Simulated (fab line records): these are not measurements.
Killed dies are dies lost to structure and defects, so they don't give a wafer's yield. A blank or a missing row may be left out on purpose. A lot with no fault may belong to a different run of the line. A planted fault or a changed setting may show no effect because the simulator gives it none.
The same fault as seen by 2 desks :: flow sky130 :: only its own numbers are on each desk; what lay behind them is given at the end

== METROLOGY DESK ==
What the gauges read for every lot (on any tool): the sampled wafers with a number, averaged. The brackets show how far a lot's mean lies from the usual mean; more than 4 standard deviations puts the lot out of limits, marked OUT.
Columns: A = LDD_P_OVL at SKY_LDD_P_OVL_MEAS_08, usual -0.7 nm; B = LDD_HVN_TW at SKY_LDD_HVN_TW_MEAS_10, usual 1433
lot: L560
first seen here: day 19 08:25
A: -1.3
B: 1436

lot: L561
first seen here: day 19 12:26
A: -1.1
B: 1442

lot: L564
first seen here: day 20 15:55
A: -0.4
B: 1413

lot: L568
first seen here: day 22 09:25
A: -1.3
B: 1371 (-5.2) OUT

lot: L571
first seen here: day 23 08:01
A: 0.5
B: 1341 (-7.7) OUT

lot: L572
first seen here: day 23 15:16
A: -1.9
B: 1441

lot: L574
first seen here: day 24 12:04
A: -1.1
B: 1448

lot: L577
first seen here: day 25 02:28
A: -1.0
B: 1436

lot: L578
first seen here: day 25 17:13
A: -1.2
B: 1436

lot: L580
first seen here: day 26 07:49
A: -0.7
B: 1433

lot: L581
first seen here: day 26 19:13
A: -0.3
B: 1419

lot: L582
first seen here: day 27 02:38
A: -0.4
B: 1413
This desk's result: L568, L571 out of limits, first on L568 (LDD_HVN_TW at SKY_LDD_HVN_TW_MEAS_10), day 23 16:58. L560, L561, L564, L572, L574, L577, L578, L580, L581, L582 stayed within limits.

== FOR THE TOOL OWNER'S DESK: implanter-02 ==
For each lot that ran on this tool, the mean over its sampled wafers that have a number, from the tool's own readings at SKY_LDD_HVN_IMPLANT_08. The brackets show how far a lot's mean lies from the usual mean; more than 4 standard deviations puts the lot out of limits, marked OUT.
Columns: A = beamEnergyKeV at SKY_LDD_HVN_IMPLANT_08, usual 60.000
lot: L561
first seen here: day 20 19:31
A: 60.004

lot: L564
first seen here: day 21 22:56
A: 59.984

lot: L568
first seen here: day 23 16:43
A: 48.920 (-99 or more) OUT

lot: L571
first seen here: day 24 14:37
A: 48.934 (-99 or more) OUT

lot: L580
first seen here: day 27 13:31
A: 60.009

lot: L581
first seen here: day 28 00:01
A: 59.955

lot: L582
first seen here: day 28 06:47
A: 59.990
This desk finds L568, L571 out of limits, L568 being first, at day 23 16:43 (beamEnergyKeV at SKY_LDD_HVN_IMPLANT_08). L561, L564, L580, L581, L582 stayed within limits.

== ALL TOGETHER ==
On L568, L571, at day 23 16:43, an alarm was possible from the tool owner's desk.
The metrology desk could have raised an alarm at day 23 16:58, on L568, L571.
On implanter-02, each named lot ran SKY_LDD_HVN_IMPLANT_08.

== WHAT THE SIMULATOR HAD PUT IN ==
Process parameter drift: implanter-02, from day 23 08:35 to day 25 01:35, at SKY_LDD_HVN_IMPLANT_08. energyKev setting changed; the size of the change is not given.
Lots struck among those shown: L568, L571.
Time in hours from fault onset to the first out-of-limits reading at each desk: tool owner's desk 8, metrology desk 8.
